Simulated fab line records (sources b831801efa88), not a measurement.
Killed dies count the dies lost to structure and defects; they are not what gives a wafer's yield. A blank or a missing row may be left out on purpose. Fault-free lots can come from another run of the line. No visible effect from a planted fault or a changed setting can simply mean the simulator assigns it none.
Comparing a struck lot with a sound one    flow sky130    15 out of 708 route steps
Sound: wafers L730.3, L730.4, L730.5. Struck: wafers L731.2, L731.3, L731.6. The cause comes at the end.
Order at every step that has rows: each side's tool, ch and its chambers, its first start. Under that, the readings that differ: sound wafers    struck wafers    difference of the means    sigmas: that difference in standard deviations of wafers without a fault.
alike: readings whose means differ by less than 2 such deviations, and words and numbers that are the same on both sides. not compared: withheld readings, readings that some wafer has no value for, bounds like >300 that may hide the same value, and numbers for which the record gives no deviation and whose values overlap.
A row with sigmas, a row that says differs or no value, or rows on one side alone: a step with any of these is where the two part. When numbers do not overlap yet have no deviation, they are printed without sigmas and do not part them. A reading that every wafer of one side lacks parts them only if that side has two wafers or more.

SKY_LI_CONTACT_THK_MEAS_23: measures by xrf.
  struck on film-metro-03, day 32 13:22; sound on film-metro-02, day 32 15:19
reading                sound        struck       difference  sigmas
LI_CONTACT_W_THK (nm)  392 387 387  416 418 416  +28         +3
SKY_LI_CONTACT_CMP_24: polishes, stops on PSG, t overpolish 20 s, target thk 0 nm.
  sound on cmp-02 ch 0,3, day 32 15:21; struck on cmp-01 ch 1,2,3, day 32 13:25
  alike: motor-current-A, overpolish-run-s, time-to-endpoint-s
SKY_LOCAL_INTERCONNECT_SPUTTER_00: material TiN, target thk 100 nm, time 83.3 s.
  struck on pvd-sputter-02, day 32 13:43; sound on pvd-sputter-04, day 32 15:39
  alike: throttle-valve-pct
SKY_LOCAL_INTERCONNECT_RS_MEAS_01: measures by four-point-probe.
  struck on film-metro-04, day 32 13:48; sound on film-metro-02, day 32 15:45
  alike: LOCAL_INTERCONNECT_TIN_RS
SKY_LOCAL_INTERCONNECT_THK_MEAS_02: measures by xrf.
  struck on film-metro-04, day 32 13:55; sound on film-metro-02, day 32 15:51
  alike: LOCAL_INTERCONNECT_TIN_THK
then, 7 steps without rows for these wafers: SKY_LOCAL_INTERCONNECT_DEHYDRATE_03 (time 60 s); SKY_LOCAL_INTERCONNECT_HMDS_04 (prime time 60 s); SKY_LOCAL_INTERCONNECT_COAT_05 (resist thk 60 nm); SKY_LOCAL_INTERCONNECT_COAT_06 (resist thk 450 nm); SKY_LOCAL_INTERCONNECT_SOFTBAKE_07 (time 90 s); SKY_LOCAL_INTERCONNECT_EXPOSE_08 (exposes mask LI1M, target cd 170 nm); SKY_LOCAL_INTERCONNECT_PEB_09.
SKY_LOCAL_INTERCONNECT_DEVELOP_10: develop time 60 s.
  sound on litho-track-03 ch 0, day 33 18:00; struck on litho-track-04 ch 0, day 33 17:00
reading               sound              struck             difference  sigmas
developer-temp-C (C)  21.05 21.05 21.11  20.36 20.29 20.15  -0.80       -8
SKY_LOCAL_INTERCONNECT_CD_MEAS_11: target cd 170 nm.
  struck on cd-sem-02, day 33 17:25; sound on cd-sem-02, day 33 19:04
reading     sound              struck             difference  sigmas
cd-nm (nm)  170.0 170.7 170.0  175.9 175.4 173.2  +4.6        +3
-- the record jumps here: 14 days lie between the struck wafers' starts before and after (it left off in module LOCAL_INTERCONNECT and takes up again in module PAD_OPEN, whose first step shown is number 708 of the route) --
SKY_PAD_OPEN_PROBE_99:
  record: rows for the struck wafers here (prober-02, day 48 05:24), none for the sound ones

## WHERE THEY PART
Earliest at SKY_LI_CONTACT_THK_MEAS_23; latest, in this record, at SKY_PAD_OPEN_PROBE_99.

WHY: what the simulator had put in
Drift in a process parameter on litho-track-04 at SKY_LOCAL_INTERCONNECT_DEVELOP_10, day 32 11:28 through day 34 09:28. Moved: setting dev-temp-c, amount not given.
